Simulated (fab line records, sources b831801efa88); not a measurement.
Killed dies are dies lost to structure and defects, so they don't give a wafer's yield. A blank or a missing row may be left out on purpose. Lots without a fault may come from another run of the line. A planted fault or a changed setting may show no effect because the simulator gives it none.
Which tool did it? | flow sfq_line | 13 lots, 39 wafers sampled, at 4 steps of a route of 325

WHAT THE GAUGES READ, wafer by wafer
SFQ_I0_OVL_MEAS_908. Usual: I0_OVL -1 nm, standard deviation 4.7.
lot  | measured     | on         | I0_OVL (nm) | flag
L860 | day 16 04:24 | overlay-01 | 5 7 3       |
L861 | day 16 16:23 | overlay-01 | -1 7 9      |
L862 | day 16 21:12 | overlay-02 | 7 3 6       |
L863 | day 17 07:59 | overlay-01 | 5 -3 -2     |
L864 | day 18 02:00 | overlay-01 | -6 -4 5     |
L866 | day 19 02:07 | overlay-01 | -6 3 -10    |
L867 | day 19 15:19 | overlay-02 | -4 -4 2     |
L868 | day 19 18:55 | overlay-02 | -4 -4 -6    |
L871 | day 20 09:37 | overlay-02 | 4 -1 -3     |
L872 | day 20 19:13 | overlay-01 | -2 -5 -7    |
L873 | day 20 22:49 | overlay-01 | 0 -1 1      |
L874 | day 21 01:20 | overlay-02 | -3 -6 -13   |
L882 | day 26 00:37 | overlay-01 | 7 2 2       |

SFQ_R5_RS_MEAS_933: measures by four-point-probe. Usual: R5_MONX_RS 7.05 ohm/sq, standard deviation 0.063.
lot  | measured     | on            | R5_MONX_RS (ohm/sq) | flag
L860 | day 65 03:34 | film_metro-04 | 7.11 7.14 7.12      |
L861 | day 65 06:31 | film_metro-03 | 7.02 7.04 7.03      |
L862 | day 65 15:38 | film_metro-03 | 7.11 7.11 7.05      |
L863 | day 66 03:31 | film_metro-01 | 6.95 6.98 6.90      |
L864 | day 66 15:33 | film_metro-01 | 7.10 7.05 7.14      |
L866 | day 67 21:31 | film_metro-04 | 6.98 7.07 7.02      |
L867 | day 67 21:48 | film_metro-01 | 7.04 7.05 7.09      |
L868 | day 68 00:33 | film_metro-01 | 7.14 7.13 7.22      |
L871 | day 68 13:33 | film_metro-03 | 6.96 6.95 6.96      |
L872 | day 68 15:35 | film_metro-03 | 6.97 7.06 6.99      |
L873 | day 68 18:34 | film_metro-03 | 7.03 7.07 7.02      |
L874 | day 68 19:31 | film_metro-04 | 6.99 7.00 6.98      |
L882 | day 71 00:46 | film_metro-01 | 7.05 7.11 7.07      |

WHICH TOOL RAN EACH LOT (tool, then ch and the chambers of the sampled wafers, then the start)
lot  | SFQ_TRILAYER_I0_VIA_BARC_OPEN_VIA_ETCH_046 | SFQ_TRILAYER_I2_VIA_BARC_OPEN_VIA_ETCH_096
L860 | rie_diel-02 ch 2,3, day 16 04:25           | rie_diel-02 ch 2,3, day 40 12:43
L861 | rie_diel-04 ch 0,3, day 16 16:25           | rie_diel-03 ch 0,1, day 40 22:19
L862 | rie_diel-02 ch 1,2, day 16 21:13           | rie_diel-02 ch 0,2,3, day 41 05:31
L863 | rie_diel-01 ch 0,1,2, day 17 08:01         | rie_diel-03 ch 0,1, day 41 10:19
L864 | rie_diel-02 ch 0,1,2, day 18 02:01         | rie_diel-02 ch 0,1,2, day 42 05:31
L866 | rie_diel-04 ch 0,3, day 19 02:09           | rie_diel-02 ch 1,3, day 43 20:43
L867 | rie_diel-02 ch 0,3, day 19 15:21           | rie_diel-04 ch 1,3, day 43 23:07
L868 | rie_diel-04 ch 0,3, day 19 18:57           | rie_diel-02 ch 0,1,3, day 44 03:55
L871 | rie_diel-01 ch 0,3, day 20 09:38           | rie_diel-04 ch 2,3, day 44 19:31
L872 | rie_diel-04 ch 0,3, day 20 19:14           | rie_diel-04 ch 1,3, day 45 13:31
L873 | rie_diel-02 ch 0,2,3, day 20 22:50         | rie_diel-02 ch 0,2,3, day 45 20:43
L874 | rie_diel-04 ch 0,2,3, day 21 01:22         | rie_diel-04 ch 0,1,3, day 45 23:07
L882 | rie_diel-04 ch 0,1,3, day 26 00:39         | rie_diel-02 ch 0,2, day 51 06:56
- SFQ_TRILAYER_I0_VIA_BARC_OPEN_VIA_ETCH_046: etches BARC in O2, target depth 125 nm, time 41.7 s.
- SFQ_TRILAYER_I2_VIA_BARC_OPEN_VIA_ETCH_096: etches BARC in O2, target depth 125 nm, time 41.7 s.

WHAT THE TOOLS THEMSELVES READ (means of the sampled wafers that have a number; where no wafer has one, the mark that the record gives instead)
SFQ_TRILAYER_I0_VIA_BARC_OPEN_VIA_ETCH_046. Usual: drypump_motor_current_A 5.7 A, standard deviation 0.35; oes_product_au 0.685 a.u., standard deviation 0.0044; run_length_s 70.0 s, standard deviation 0.45.
lot  | tool        | drypump_motor_current_A (A) | oes_product_au (a.u.) | run_length_s (s) | flag
L860 | rie_diel-02 | 6.0                         | 0.685                 | 70.4             |
L861 | rie_diel-04 | 5.6                         | 0.684                 | 69.9             |
L862 | rie_diel-02 | 5.7                         | 0.682                 | 70.5             |
L863 | rie_diel-01 | 5.7                         | 0.687                 | 70.0             |
L864 | rie_diel-02 | 5.7                         | 0.688                 | 70.1             |
L866 | rie_diel-04 | 5.8                         | 0.683                 | 69.4             |
L867 | rie_diel-02 | 6.1                         | 0.685                 | 69.8             |
L868 | rie_diel-04 | 5.8                         | 0.685                 | 70.0             |
L871 | rie_diel-01 | 5.7                         | 0.688                 | 70.0             |
L872 | rie_diel-04 | 5.7                         | 0.688                 | 69.6             |
L873 | rie_diel-02 | 6.0                         | 0.684                 | 70.1             |
L874 | rie_diel-04 | 5.6                         | 0.686                 | 69.9             |
L882 | rie_diel-04 | 5.8                         | 0.686                 | 70.3             |

SFQ_TRILAYER_I2_VIA_BARC_OPEN_VIA_ETCH_096. Usual: drypump_motor_current_A 5.7 A, standard deviation 0.41; oes_product_au 0.685 a.u., standard deviation 0.0052; run_length_s 70.1 s, standard deviation 0.55.
lot  | tool        | drypump_motor_current_A (A) | oes_product_au (a.u.) | run_length_s (s) | flag
L860 | rie_diel-02 | 6.0                         | 0.688                 | 70.4             |
L861 | rie_diel-03 | 5.6                         | 0.684                 | 69.8             |
L862 | rie_diel-02 | 6.0                         | 0.683                 | 70.1             |
L863 | rie_diel-03 | 5.6                         | 0.686                 | 70.4             |
L864 | rie_diel-02 | 5.7                         | 0.688                 | 70.1             |
L866 | rie_diel-02 | 5.9                         | 0.688                 | 69.9             |
L867 | rie_diel-04 | 6.0                         | 0.680                 | 69.8             |
L868 | rie_diel-02 | 5.8                         | 0.683                 | 69.9             |
L871 | rie_diel-04 | 5.6                         | 0.689                 | 69.6             |
L872 | rie_diel-04 | 6.1                         | 0.680                 | 70.4             |
L873 | rie_diel-02 | 6.0                         | 0.685                 | 70.0             |
L874 | rie_diel-04 | 5.9                         | 0.686                 | 69.8             |
L882 | rie_diel-02 | 5.9                         | 0.674                 | 71.9             | OFF

THE ANSWER, worked out from the rows above alone
Rule: a lot is off if the mean of its wafers that have a number lies more than 3 standard deviations from the usual mean. A lot without any number at a reading at which 4 lots or more have one is off too. The other lots that the step has rows for count as sound. The gauges are gone through in route order, then the tools' own readings, and for those a lot's mean is taken as printed above. The first step at which some lot is off is used, and at that step the reading that is off furthest; a lot without a number counts as furthest.
Off: L882, at SFQ_TRILAYER_I2_VIA_BARC_OPEN_VIA_ETCH_096 (run_length_s).
A tool fits if, at that step or a process step before it, it ran every lot that is off, and no sound lot after the first of them. Can't be told from this: 2 tools fit, rie_diel-04 at SFQ_TRILAYER_I0_VIA_BARC_OPEN_VIA_ETCH_046, rie_diel-02 at SFQ_TRILAYER_I2_VIA_BARC_OPEN_VIA_ETCH_096.

WHAT THE SIMULATOR HAD PUT IN
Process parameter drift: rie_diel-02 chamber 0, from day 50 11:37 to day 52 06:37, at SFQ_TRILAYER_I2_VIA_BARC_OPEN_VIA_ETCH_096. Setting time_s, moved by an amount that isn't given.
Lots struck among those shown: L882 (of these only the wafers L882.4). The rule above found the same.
